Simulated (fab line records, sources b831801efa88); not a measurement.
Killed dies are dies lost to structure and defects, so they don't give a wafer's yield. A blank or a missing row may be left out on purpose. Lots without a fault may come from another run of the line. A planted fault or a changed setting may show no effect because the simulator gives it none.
fab line records | flow sky130
record lots=10 wafers=30 last_day=50
route steps=708 shown CAP2M@606 VIA4@657 METAL5@675 PAD_OPEN@708
lots that met no fault: from a run of the same line without faults
start_h: hours from the record's first day to the start of the lot's first wafer shown | wait_h: hours since the lot's step before | " the same as in the row above | L1.1+2: a row that stands for several wafers | - no value, or no start given | * or withheld: withheld | < > ~ a bound
route shown NAME@n: a module of which the file shows steps, and the number in the route of the first | usual: mean/standard deviation of fault-free wafers | same: alike in all rows | chamber/n: place in a boat | sites: the reading at each site | _std_site: their standard deviation | _edge_site: outer sites' mean less inner sites' | radius_mm: how far each site lies from the wafer's centre | mask NAME#n: copy n | behind: the tool/chamber that last shaped the wafer | hold: why the lot was held/for how many hours/how that ended | device: the transistor (n, p or np) that didn't switch | end of line: the same wafers' tests at the end of the route | a step without rows: its recipe alone | killed: dies lost to structure and defects at the first sort, not the wafer's yield | map: a wafer's dies, x killed, . not, _ none there
set.NAME: the setting as run; set.NAME@STEP: as run at that earlier step | model.NAME: the simulator's own value behind a step, which no gauge read
steps of the route over a sample of lots; a table a step, a row a wafer
services: from which hour (start_h, from the record's first day; less than 0 if before it) a tool's chamber was out of use, for how many hours, and why
## steps
# step SKY_CAP2M_RS_MEAS_03
# recipe thk_meas_gauge=four-point-probe reads=TiN_of_CAP2M_SPUTTER_02
# usual CAP2M_TIN_RS=6.83/0.075
# columns lot.wafer tool chamber start_h wait_h CAP2M_TIN_RS[ohm/sq]
L135.1 film_metro-01 - 937.76 0.1 6.88
L135.4 " - " " 6.88
L135.6 " - " " 6.89
L136.4 film_metro-01 - 945.11 0.1 6.92
L136.5 " - " " 6.89
L136.6 " - " " 6.88
L138.2 film_metro-01 - 957.85 0.1 6.76
L138.3 " - " " 6.75
L138.5 " - " " 6.83
L142.1 film_metro-04 - 996.48 0.1 6.77
L142.2 " - " " 6.72
L142.6 " - " " 6.76
L143.1 film_metro-02 - 1004.07 0.1 6.73
L143.2 " - " " 6.77
L143.4 " - " " 6.76
L147.1 film_metro-04 - 1021.31 0.1 6.89
L147.4 " - " " 6.74
L147.5 " - " " 6.76
L150.1 film_metro-02 - 1048.73 0.1 6.93
L150.2 " - " " 6.84
L150.5 " - " " 6.84
L152.1 film_metro-04 - 1062.49 0.1 6.84
L152.3 " - " " 6.89
L152.5 " - " " 6.83
L155.1 film_metro-04 - 1070.71 0.1 6.91
L155.4 " - " " 6.81
L155.5 " - " " 6.89
L156.1 film_metro-04 - 1076.32 0.1 6.78
L156.2 " - " " 6.78
L156.4 " - " " 6.80
# step SKY_CAP2M_THK_MEAS_04
# recipe thk_meas_gauge=xrf reads=TiN_of_CAP2M_SPUTTER_02
# usual CAP2M_TIN_THK=199.5/2.5
# columns lot.wafer tool chamber start_h wait_h CAP2M_TIN_THK[nm]
L135.1 film_metro-01 - 937.88 0.1 195.4
L135.4 " - " " 196.2
L135.6 " - " " 195.3
L136.4 film_metro-01 - 945.20 0.1 195.3
L136.5 " - " " 197.3
L136.6 " - " " 195.1
L138.2 film_metro-01 - 957.96 0.1 199.2
L138.3 " - " " 199.8
L138.5 " - " " 196.9
L142.1 film_metro-04 - 996.60 0.1 201.8
L142.2 " - " " 203.8
L142.6 " - " " 202.2
L143.1 film_metro-02 - 1004.19 0.1 202.1
L143.2 " - " " 200.7
L143.4 " - " " 201.9
L147.1 film_metro-04 - 1021.43 0.1 198.7
L147.4 " - " " 202.6
L147.5 " - " " 203.2
L150.1 film_metro-02 - 1048.85 0.1 196.2
L150.2 " - " " 198.8
L150.5 " - " " 198.2
L152.1 film_metro-04 - 1062.61 0.1 200.5
L152.3 " - " " 199.1
L152.5 " - " " 201.6
L155.1 film_metro-04 - 1070.83 0.1 199.2
L155.4 " - " " 201.8
L155.5 " - " " 199.0
L156.1 film_metro-04 - 1076.44 0.1 202.3
L156.2 " - " " 202.6
L156.4 " - " " 201.9
# step SKY_VIA4_CVD_18
# recipe material=W target_thk_nm=505 time_s=152.14 temp_c=400 pressure_torr=40
# usual heater_power_w=835/89 susceptor_temp_C=400.01/0.21
# columns lot.wafer tool chamber start_h wait_h heater_power_w susceptor_temp_C
L135.1 cvd_w-02 0 1013.47 0.0 718 400.06
L135.4 " 0 " " 734 400.08
L135.6 " 1 " " 958 400.41
L136.4 cvd_w-02 0 1019.13 0.1 724 399.87
L136.5 " 1 " " 954 399.81
L136.6 " 0 " " 717 400.02
L138.2 cvd_w-01 1 1030.78 0.0 844 400.01
L138.3 " 0 " " 829 400.30
L138.5 " 1 " " 820 399.53
L142.1 cvd_w-01 1 1069.03 0.0 842 400.08
L142.2 " 0 " " 807 399.74
L142.6 " 1 " " 826 399.91
L143.1 cvd_w-02 0 1075.41 0.0 726 400.03
L143.2 " 1 " " 942 399.84
L143.4 " 0 " " 717 400.08
L147.1 cvd_w-02 0 1090.11 0.0 717 399.92
L147.4 " 0 " " 714 399.80
L147.5 " 0 " " 703 399.61
L150.1 cvd_w-02 0 1115.18 0.0 731 399.76
L150.2 " 1 " " 941 399.95
L150.5 " 1 " " 947 400.03
L152.1 cvd_w-02 1 1126.81 0.0 947 400.28
L152.3 " 1 " " 955 400.14
L152.5 " 0 " " 720 400.17
L155.1 cvd_w-02 1 1134.87 0.0 911 392.44
L155.4 " 1 " " 909 392.76
L155.5 " 1 " " 932 392.74
L156.1 cvd_w-02 1 1141.95 0.0 921 392.64
L156.2 " 0 " " 699 392.86
L156.4 " 1 " " 928 392.79
# step SKY_VIA4_RS_MEAS_19
# recipe thk_meas_gauge=four-point-probe reads=W_of_VIA4_CVD_18+TiN_of_VIA4_SPUTTER_17
# usual VIA4_W_RS=0.2259/0.002
# columns lot.wafer tool chamber start_h wait_h hold VIA4_W_RS[ohm/sq]
L135.1 film_metro-03 - 1013.62 0.1 - 0.2259
L135.4 " - " " - 0.2279
L135.6 " - " " - 0.2261
L136.4 film_metro-04 - 1019.29 0.1 - 0.2219
L136.5 " - " " - 0.2268
L136.6 " - " " - 0.2257
L138.2 film_metro-04 - 1030.96 0.1 - 0.2266
L138.3 " - " " - 0.2261
L138.5 " - " " - 0.2262
L142.1 film_metro-04 - 1069.18 0.1 - 0.2243
L142.2 " - " " - 0.2254
L142.6 " - " " - 0.2247
L143.1 film_metro-04 - 1075.56 0.1 - 0.2267
L143.2 " - " " - 0.2248
L143.4 " - " " - 0.2240
L147.1 film_metro-04 - 1090.27 0.1 - 0.2243
L147.4 " - " " - 0.2252
L147.5 " - " " - 0.2255
L150.1 film_metro-01 - 1115.33 0.1 - 0.2256
L150.2 " - " " - 0.2273
L150.5 " - " " - 0.2282
L152.1 film_metro-03 - 1126.96 0.1 - 0.2271
L152.3 " - " " - 0.2282
L152.5 " - " " - 0.2268
L155.1 film_metro-03 - 1135.02 0.1 await_dispo/0.2h/release 0.2622
L155.4 " - " " await_dispo/0.2h/release 0.2596
L155.5 " - " " await_dispo/0.2h/release 0.2562
L155.1 film_metro-03 - 1135.30 0.3 - 0.2621
L155.4 " - " " - 0.2594
L155.5 " - " " - 0.2566
L156.1 film_metro-01 - 1142.10 0.1 await_dispo/0.2h/release 0.2645
L156.2 " - " " await_dispo/0.2h/release 0.2592
L156.4 " - " " await_dispo/0.2h/release 0.2613
L156.1 film_metro-01 - 1142.39 0.3 - 0.2642
L156.2 " - " " - 0.2590
L156.4 " - " " - 0.2616
# step SKY_VIA4_THK_MEAS_20
# recipe thk_meas_gauge=xrf reads=W_of_VIA4_CVD_18
# usual VIA4_W_THK=522/6.8
# columns lot.wafer tool chamber start_h wait_h hold VIA4_W_THK[nm]
L135.1 film_metro-03 - 1013.74 0.1 - 526
L135.4 " - " " - 521
L135.6 " - " " - 528
L136.4 film_metro-04 - 1019.38 0.1 - 532
L136.5 " - " " - 524
L136.6 " - " " - 525
L138.2 film_metro-04 - 1031.07 0.1 - 524
L138.3 " - " " - 521
L138.5 " - " " - 524
L142.1 film_metro-04 - 1069.30 0.1 - 526
L142.2 " - " " - 525
L142.6 " - " " - 522
L143.1 film_metro-04 - 1075.68 0.1 - 518
L143.2 " - " " - 524
L143.4 " - " " - 522
L147.1 film_metro-04 - 1090.39 0.1 - 526
L147.4 " - " " - 523
L147.5 " - " " - 522
L150.1 film_metro-01 - 1115.45 0.1 - 519
L150.2 " - " " - 518
L150.5 " - " " - 512
L152.1 film_metro-03 - 1127.08 0.1 - 515
L152.3 " - " " - 517
L152.5 " - " " - 518
L155.1 film_metro-03 - 1138.91 3.6 await_dispo/0.2h/release 448
L155.4 " - " " await_dispo/0.2h/release 458
L155.5 " - " " await_dispo/0.2h/release 462
L155.1 film_metro-03 - 1139.14 0.2 - 451
L155.4 " - " " - 455
L155.5 " - " " - 459
L156.1 film_metro-01 - 1146.41 4.0 await_dispo/0.2h/release 440
L156.2 " - " " await_dispo/0.2h/release 452
L156.4 " - " " await_dispo/0.2h/release 449
L156.1 film_metro-01 - 1146.63 0.2 - 441
L156.2 " - " " - 453
L156.4 " - " " - 449
# step SKY_VIA4_CMP_21
# recipe stop_on=SiO2 t_overpolish_s=25 down_force_psi=3.5 platen_rpm=60 target_thk_nm=0 pad_velocity_m_s=0.94248
# usual motor_current_A=11.6/1.1 platen_rpm=60.00/0.038 time_to_endpoint_s=123/4.1
# columns lot.wafer tool chamber start_h wait_h hold motor_current_A platen_rpm time_to_endpoint_s
L135.4 cmp-02 3 1013.80 0.0 - 12.8 60.02 117
L135.1 " 0 " " - 11.4 59.99 128
L135.6 " 3 " " - 12.6 59.92 122
L136.4 cmp-02 1 1019.51 0.1 - 10.6 60.00 124
L136.6 " 3 " " - 12.9 59.95 115
L136.5 " 0 " " - 11.6 59.97 120
L138.2 cmp-02 3 1031.22 0.1 - 12.8 60.04 119
L138.3 " 0 " " - 11.9 60.03 126
L138.5 " 1 " " - 10.3 60.00 128
L142.2 cmp-01 2 1069.46 0.1 - 11.4 60.03 124
L142.1 " 3 " " - 11.8 60.04 130
L142.6 " 0 " " - 12.8 60.05 121
L143.1 cmp-01 3 1075.92 0.2 - 11.8 59.97 128
L143.4 " 0 " " - 12.3 59.99 132
L143.2 " 1 " " - 13.5 60.03 126
L147.4 cmp-02 3 1090.50 0.1 - 12.8 59.97 118
L147.1 " 0 " " - 11.4 59.98 122
L147.5 " 3 " " - 13.1 59.99 122
L150.2 cmp-02 1 1115.56 0.1 - 10.1 60.03 123
L150.1 " 3 " " - 12.8 60.02 116
L150.5 " 1 " " - 10.0 60.04 127
L152.1 cmp-02 2 1127.19 0.1 - 11.0 59.98 124
L152.3 " 0 " " - 11.9 60.05 126
L152.5 " 1 " " - 10.1 60.05 125
L155.1 cmp-01 3 1141.61 2.5 await_dispo/2.4h/release 11.7 59.92 104
L155.4 " 0 " " await_dispo/2.4h/release 12.3 59.97 102
L155.5 " 3 " " await_dispo/2.4h/release 11.5 59.94 108
L156.1 cmp-01 0 1150.01 3.4 await_dispo/3.3h/release 12.5 59.97 108
L156.4 " 1 " " await_dispo/3.3h/release 13.0 59.95 110
L156.2 " 3 " " await_dispo/3.3h/release 12.1 60.02 110
# step SKY_METAL5_DESCUM_14
# recipe chemistry=O2 source_power_w=150 bias_power_w=0 pressure_mtorr=10 temp_c=40 time_s=11
# usual drypump_motor_current_A=5.97/0.24 oes_product_au=0.998/0.0098
# columns lot.wafer tool chamber start_h wait_h drypump_motor_current_A oes_product_au rf_hours_counter_h
L135.1 rie_metal-03 0 1036.97 0.1 6.21 1.004 10
L135.4 " 1 " " 6.10 1.000 -
L135.6 " 1 " " 6.11 0.988 -
L136.4 rie_metal-01 1 1043.01 0.1 5.64 1.004 -
L136.5 " 0 " " 5.79 0.988 -
L136.6 " 1 " " 5.66 1.005 -
L138.2 rie_metal-03 1 1053.80 0.1 6.10 0.996 5
L138.3 " 1 " " 6.09 0.999 -
L138.5 " 0 " " 6.23 1.011 -
L142.1 rie_metal-01 1 1091.27 0.1 5.65 1.010 15
L142.2 " 0 " " 5.79 1.009 12
L142.6 " 0 " " 5.78 1.000 -
L143.1 rie_metal-03 1 1097.15 0.1 6.09 0.990 8
L143.2 " 0 " " 6.20 1.001 14
L143.4 " 1 " " 6.11 0.983 -
L147.1 rie_metal-03 0 1110.55 0.1 6.22 1.000 15
L147.4 " 1 " " 6.09 0.983 -
L147.5 " 0 " " 6.22 0.998 -
L150.1 rie_metal-04 0 1135.25 0.1 5.90 1.007 15
L150.2 " 1 " " 6.31 0.997 24
L150.5 " 1 " " 6.32 0.984 -
L152.1 rie_metal-03 1 1146.92 0.1 6.12 0.998 12
L152.3 " 0 " " 6.19 1.004 -
L152.5 " 0 " " 6.17 1.001 -
L155.1 rie_metal-01 0 1154.65 0.1 5.82 0.990 17
L155.4 " 0 " " 5.80 0.982 -
L155.5 " 0 " " 5.77 0.990 -
L156.1 rie_metal-01 0 1159.38 0.1 5.79 0.988 18
L156.2 " 1 " " 5.65 1.000 21
L156.4 " 1 " " 5.64 1.012 -
# step SKY_PAD_OPEN_PROBE_99
# usual defect_limited_yield=82.9/1.9 killed_at_M0_to_M3=42/6.3 killed_at_M4_up=2.8/1.9 killed_at_contacts=23/5.3 killed_at_front_end=16/4.3 killed_at_other=0.2/0.51 killed_dies=84/9.3 killed_open=46/7.6 killed_short=38/6.3 sort_bin_3_pad_short=0.8/0.41 sort_bin_5_function=10.0/1.4 sort_bin_6_memory=6.2/1.1 sort_n_pass=408/9.3 sort_yield_pct=82.9/1.9
# same gross_dies=492 killed_at_back_side=0 sort_bin_4_leakage[%]=0 sort_bin_8_speed[%]=0
# columns lot.wafer tool chamber start_h wait_h defect_limited_yield[%] killed_at_M0_to_M3 killed_at_M4_up killed_at_contacts killed_at_front_end killed_at_other killed_dies killed_open killed_short sort_bin_3_pad_short[%] sort_bin_5_function[%] sort_bin_6_memory[%] sort_n_pass sort_yield_pct[%]
L135.1 prober-02 - 1085.00 0.1 83.1 44 1 22 16 0 83 39 44 1.0 9.3 6.5 409 83.1
L135.4 prober-02 - 1085.15 0.2 83.9 36 0 23 20 0 79 45 34 0.4 9.8 5.9 413 83.9
L135.6 prober-02 - 1085.25 0.2 83.7 43 1 22 14 0 80 46 34 0.8 9.8 5.7 412 83.7
L142.1 prober-01 - 1135.36 0.1 84.6 39 1 25 10 1 76 52 24 0.4 9.6 5.5 416 84.6
L142.2 prober-01 - 1135.41 0.1 84.8 40 1 21 12 1 75 43 32 0.2 9.1 5.9 417 84.8
L142.6 prober-01 - 1135.61 0.2 84.8 33 0 35 7 0 75 52 23 0.6 7.9 6.7 417 84.8
L147.1 prober-01 - 1151.84 0.1 83.7 49 0 19 12 0 80 53 27 1.0 10.6 4.7 412 83.7
L147.4 prober-01 - 1151.99 0.2 79.5 44 3 34 20 0 101 58 43 0.6 12.6 7.3 391 79.5
L147.5 prober-01 - 1152.04 0.2 85.8 31 5 19 15 0 70 37 33 0.8 8.1 5.3 422 85.8
L150.1 prober-02 - 1175.15 0.1 83.7 36 2 28 13 1 80 38 42 0.6 11.0 4.7 412 83.7
L150.2 prober-02 - 1175.20 0.1 83.9 33 3 24 18 1 79 38 41 0.6 9.3 6.1 413 83.9
L150.5 prober-02 - 1175.35 0.2 82.7 45 1 23 16 0 85 49 36 1.2 9.3 6.7 407 82.7
# killed by level:class
L135.1 CONTACT:geometric_particle:open=11 METAL2:geometric_particle:short=11 VIA1:geometric_particle:open=9 VIA1:geometric_particle:short=7 CONTACT:geometric_particle:short=5 POLY_GATE:geometric_particle:open=4 METAL3:geometric_particle:short=4 VIA3:geometric_particle:open=4
L135.4 CONTACT:geometric_particle:open=8 FIELD_ISO:geometric_particle:open=7 LI_CONTACT:geometric_particle:open=7 VIA2:geometric_particle:open=7 POLY_GATE:geometric_particle:short=6 VIA3:geometric_particle:open=6 FIELD_ISO:geometric_particle:short=5 VIA1:geometric_particle:open=5
L135.6 VIA1:geometric_particle:open=11 VIA3:geometric_particle:open=9 CONTACT:geometric_particle:open=8 LOCAL_INTERCONNECT:geometric_particle:short=7 VIA2:geometric_particle:open=7 POLY_GATE:geometric_particle:short=5 METAL1:geometric_particle:short=5 VIA3:geometric_particle:short=5
L142.1 VIA1:geometric_particle:open=17 CONTACT:geometric_particle:open=10 LI_CONTACT:geometric_particle:open=8 VIA2:geometric_particle:open=5 METAL1:geometric_particle:short=4 FIELD_ISO:geometric_particle:open=3 POLY_GATE:geometric_particle:short=3 CONTACT:geometric_particle:short=3
L142.2 VIA1:geometric_particle:open=14 CONTACT:geometric_particle:open=8 LI_CONTACT:geometric_particle:open=6 VIA3:geometric_particle:open=5 METAL2:geometric_particle:short=4 VIA2:geometric_particle:short=4 LI_CONTACT:geometric_particle:short=3 FIELD_ISO:geometric_particle:short=3
L142.6 CONTACT:geometric_particle:open=17 VIA1:geometric_particle:open=10 LI_CONTACT:geometric_particle:open=9 VIA2:geometric_particle:open=6 VIA3:geometric_particle:open=6 CONTACT:geometric_particle:short=5 FIELD_ISO:geometric_particle:short=4 LOCAL_INTERCONNECT:geometric_particle:short=3
L147.1 VIA3:geometric_particle:open=10 VIA2:geometric_particle:open=10 LI_CONTACT:geometric_particle:open=8 VIA1:geometric_particle:open=8 METAL1:geometric_particle:short=6 CONTACT:geometric_particle:open=5 METAL2:geometric_particle:short=5 FIELD_ISO:geometric_particle:open=4
L147.4 VIA1:geometric_particle:open=11 CONTACT:geometric_particle:open=11 LI_CONTACT:geometric_particle:open=9 VIA3:geometric_particle:open=8 POLY_GATE:geometric_particle:short=6 METAL1:geometric_particle:short=6 FIELD_ISO:geometric_particle:short=5 CONTACT:geometric_particle:short=5
L147.5 FIELD_ISO:geometric_particle:short=8 CONTACT:geometric_particle:open=8 METAL1:geometric_particle:short=7 LI_CONTACT:geometric_particle:open=7 VIA1:geometric_particle:short=7 VIA2:geometric_particle:open=6 VIA1:geometric_particle:open=3 VIA3:geometric_particle:open=3
L150.1 LI_CONTACT:geometric_particle:open=10 CONTACT:geometric_particle:open=7 METAL1:geometric_particle:short=6 POLY_GATE:geometric_particle:short=5 VIA1:geometric_particle:open=5 VIA2:geometric_particle:open=5 METAL2:geometric_particle:short=5 LI_CONTACT:geometric_particle:short=4
L150.2 LOCAL_INTERCONNECT:geometric_particle:short=8 VIA1:geometric_particle:open=7 FIELD_ISO:geometric_particle:short=6 CONTACT:geometric_particle:open=6 FIELD_ISO:geometric_particle:open=5 CONTACT:geometric_particle:short=5 METAL1:geometric_particle:short=5 LI_CONTACT:geometric_particle:open=4
L150.5 VIA1:geometric_particle:open=15 CONTACT:geometric_particle:open=9 LI_CONTACT:geometric_particle:open=7 VIA1:geometric_particle:short=6 METAL2:geometric_particle:short=5 VIA3:geometric_particle:open=5 FIELD_ISO:geometric_particle:open=4 POLY_GATE:geometric_particle:short=4
## services
# columns tool chamber start_h hours kind
cvd_w-01 - 1006.01 0.8 repair
cmp-01 - 1007.19 1.0 repair
cmp-02 - 1037.19 7.7 pm
cvd_w-02 - 1044.65 0.3 repair
rie_metal-04 0 1045.44 15.5 repair
cmp-02 - 1086.31 4.0 pm
cmp-02 - 1090.31 - consumable_replace:conditioner
cmp-02 - 1090.31 - consumable_replace:pad
rie_metal-04 0 1092.20 24.9 repair
cmp-01 - 1096.47 5.9 pm
cvd_w-01 0 1100.17 10.8 repair
cmp-01 - 1105.47 2.6 repair
cvd_w-01 0 1122.33 21.8 repair
cvd_w-01 1 1123.95 4.8 repair
cmp-02 - 1145.99 0.9 repair
## key
first_sign step=SKY_VIA4_CVD_18 reading=susceptor_temp_C direction=down sigmas=35 usual=* struck=*
effect step=SKY_VIA4_RS_MEAS_19 reading=visit direction=added
effect step=SKY_VIA4_RS_MEAS_19 reading=VIA4_W_RS direction=up sigmas=18 usual=0.2259 struck=0.2605
effect step=SKY_VIA4_THK_MEAS_20 reading=visit direction=added
effect step=SKY_VIA4_THK_MEAS_20 reading=VIA4_W_THK direction=down sigmas=10 usual=522 struck=451
effect step=SKY_VIA4_CMP_21 reading=time_to_endpoint_s direction=down sigmas=3.9 usual=* struck=*
met_at SKY_VIA4_CVD_18
struck_lots L155,L156
not_acting_at SKY_CAP2M_RS_MEAS_03,SKY_CAP2M_THK_MEAS_04,SKY_METAL5_DESCUM_14
onset_between 1126.81 1134.87
fault kind=process_parameter_drift tool=cvd_w-02 chamber=- onset_h=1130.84 steps=SKY_VIA4_CVD_18 channel=temp_c offset=* shape=step end_h=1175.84 acts_in=* stated=*
